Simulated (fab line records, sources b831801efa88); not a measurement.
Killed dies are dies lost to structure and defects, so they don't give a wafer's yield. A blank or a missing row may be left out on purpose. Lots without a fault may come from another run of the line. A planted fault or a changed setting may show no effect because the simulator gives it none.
Which tool did it? | flow sfq_line | 14 lots, 42 wafers sampled, at 1 step of a route of 325

WHAT THE GAUGES READ, wafer by wafer
The record holds no reading of a measuring or inspecting step that can be judged against a usual standard deviation.

WHICH TOOL RAN EACH LOT (tool, then ch and the chambers of the sampled wafers, then the start)
lot  | SFQ_TRILAYER_L0_VIA_ETCH_VIA_ETCH_016
L345 | rie_diel-02 ch 0,3, day 7 12:33
L346 | rie_diel-01 ch 0,1,3, day 7 22:09
L347 | rie_diel-01 ch 1,2,3, day 8 12:33
L348 | rie_diel-02 ch 0,1,3, day 8 18:33
L349 | rie_diel-02 ch 1,2,3, day 9 04:15
L350 | rie_diel-01 ch 0,1, day 9 06:52
L353 | rie_diel-02 ch 0,2, day 10 12:39
L354 | rie_diel-03 ch 0,1,3, day 10 17:10
L355 | rie_diel-01 ch 2,3, day 11 03:56
L357 | rie_diel-03 ch 0,2,3, day 11 19:32
L358 | rie_diel-02 ch 0,2, day 12 01:32
L362 | rie_diel-03 ch 0,3, day 13 07:19
L367 | rie_diel-03 ch 0,1,3, day 14 20:16
L368 | rie_diel-03 ch 0,1, day 15 03:28
- SFQ_TRILAYER_L0_VIA_ETCH_VIA_ETCH_016: etches SiO2 in CHF3, stops on MoNx KI, target depth 80 nm.

WHAT THE TOOLS THEMSELVES READ (means of the sampled wafers that have a number; where no wafer has one, the mark that the record gives instead)
SFQ_TRILAYER_L0_VIA_ETCH_VIA_ETCH_016.
lot  | tool        | bias_w (W) | chamber_pressure_mTorr (mTorr) | drypump_motor_current_A (A) | oes_product_au (a.u.)
L345 | rie_diel-02 | 79.98      | 29.964                         | 5.9                         | 0.845
L346 | rie_diel-01 | 79.98      | 30.017                         | 5.6                         | 0.844
L347 | rie_diel-01 | 80.06      | 29.986                         | 5.5                         | 0.829
L348 | rie_diel-02 | 80.22      | 29.985                         | 5.8                         | 0.838
L349 | rie_diel-02 | 79.82      | 29.994                         | 5.8                         | 0.840
L350 | rie_diel-01 | 79.75      | 29.974                         | 6.0                         | 0.852
L353 | rie_diel-02 | 80.07      | 29.988                         | 5.9                         | 0.849
L354 | rie_diel-03 | 80.04      | 29.999                         | 5.2                         | 0.849
L355 | rie_diel-01 | 80.04      | 30.007                         | 5.1                         | 0.840
L357 | rie_diel-03 | -          | -                              | -                           | -
L358 | rie_diel-02 | -          | -                              | -                           | -
L362 | rie_diel-03 | 79.79      | 29.991                         | 5.4                         | 0.841
L367 | rie_diel-03 | 80.00      | 29.984                         | 5.2                         | 0.831
L368 | rie_diel-03 | 79.91      | 29.990                         | 5.0                         | 0.844

THE ANSWER, worked out from the rows above alone
Rule: what is usual is taken from the lots themselves. Put in order of their means at a reading, lots are off if they are a third of the lots or fewer, leave a main group of 4 or more, and stand apart from it by a gap of 3 or more times the standard deviation of the main group's means; of several such gaps the widest counts. A main group whose means are all the same, to the digits that the tables above print for the reading, isn't used. A lot without any number at a reading at which 4 lots or more have one is off too. The other lots that the step has rows for count as sound. The gauges are gone through in route order, then the tools' own readings, and for those a lot's mean is taken as printed above. The first step at which some lot is off is used, and at that step the reading that is off furthest; a lot without a number counts as furthest.
Off: L357, L358, at SFQ_TRILAYER_L0_VIA_ETCH_VIA_ETCH_016 (bias_w). Without a number there: L357, L358. The main group: mean 79.97 W, standard deviation 0.13.
A tool fits if, at that step or a process step before it, it ran every lot that is off, and no sound lot after the first of them. None of those tried fits.

WHAT THE SIMULATOR HAD PUT IN
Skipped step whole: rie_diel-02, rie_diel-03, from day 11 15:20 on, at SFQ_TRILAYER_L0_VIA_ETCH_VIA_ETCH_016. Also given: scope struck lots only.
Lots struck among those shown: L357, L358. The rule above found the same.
